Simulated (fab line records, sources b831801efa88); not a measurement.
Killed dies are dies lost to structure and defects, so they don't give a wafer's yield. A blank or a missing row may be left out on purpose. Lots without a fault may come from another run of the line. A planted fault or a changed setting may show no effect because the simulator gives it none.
One fault seen from 2 desks | flow gf180mcu | each desk has only its own numbers; what lay behind them comes last

THE TOOL OWNER'S DESK: litho_track-02
The tool's own readings at GF_HV_LDD_DEHYDRATE_00 (time 60 s): means of the sampled wafers that have a number, for each lot that ran on this tool. A lot is out of limits, marked OUT, if its mean lies more than 4 standard deviations from the usual mean; the brackets give that distance.
Columns: A = heater_power_total_W at GF_HV_LDD_DEHYDRATE_00, usual 160.38 W; B = plate_temp_C at GF_HV_LDD_DEHYDRATE_00, usual 199.97 C
lot  | first seen here | A                | B
L523 | day 10 18:51    | 160.46           | 200.00
L524 | day 10 22:24    | 160.39           | 199.91
L528 | day 12 06:18    | 160.43           | 199.95
L533 | day 13 20:44    | 151.87 (-71) OUT | 191.63 (-52) OUT
L535 | day 14 10:17    | 151.86 (-71) OUT | 191.41 (-54) OUT
This desk's finding: out of limits on L533, L535; first on L533, day 13 20:44 (heater_power_total_W at GF_HV_LDD_DEHYDRATE_00). In limits: L523, L524, L528.

THE METROLOGY DESK
What the gauges read, lot by lot, whatever tool the lot ran on: means of the sampled wafers that have a number. A lot is out of limits, marked OUT, if its mean lies more than 4 standard deviations from the usual mean; the brackets give that distance.
Columns: A = POLY_GATE_OXIDATION_THK at GF_POLY_GATE_THK_MEAS_17, usual 4.03 nm; B = cd_nm at GF_HV_LDD_CD_MEAS_07, usual 399.0 nm
lot  | first seen here | A    | B
L521 | day 9 15:55     | 3.98 | 399.5
L523 | day 10 10:09    | 4.00 | 398.9
L524 | day 10 14:08    | 4.00 | 396.1
L525 | day 10 23:44    | 4.06 | 398.3
L526 | day 11 05:29    | 3.97 | 399.9
L527 | day 11 10:22    | 4.03 | 399.1
L528 | day 11 20:49    | 3.99 | 399.6
L529 | day 12 01:46    | 4.09 | 398.0
L531 | day 12 14:10    | 4.06 | 398.0
L533 | day 13 10:45    | 4.03 | 399.1
L535 | day 14 00:10    | 4.03 | 398.2
L540 | day 15 15:31    | 3.99 | 397.0
L541 | day 15 19:37    | 3.93 | 399.3
L542 | day 16 02:54    | 3.92 | 397.2
This desk's finding: nothing out of limits on any of the 14 lots.

PUT TOGETHER
The tool owner's desk could have raised an alarm at day 13 20:44, on L533, L535.
The metrology desk saw nothing out of limits.
The metrology desk has L533, L535 on record, within its limits.
Of the lots named, all ran GF_HV_LDD_DEHYDRATE_00 on litho_track-02.

WHAT THE SIMULATOR HAD PUT IN
Process parameter drift: litho_track-02, from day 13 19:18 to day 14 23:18, at GF_HV_LDD_DEHYDRATE_00. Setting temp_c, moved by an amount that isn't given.
Lots struck among those shown: L533, L535.
Hours from the fault's start to each desk's first reading out of limits: the tool owner's desk, 1.
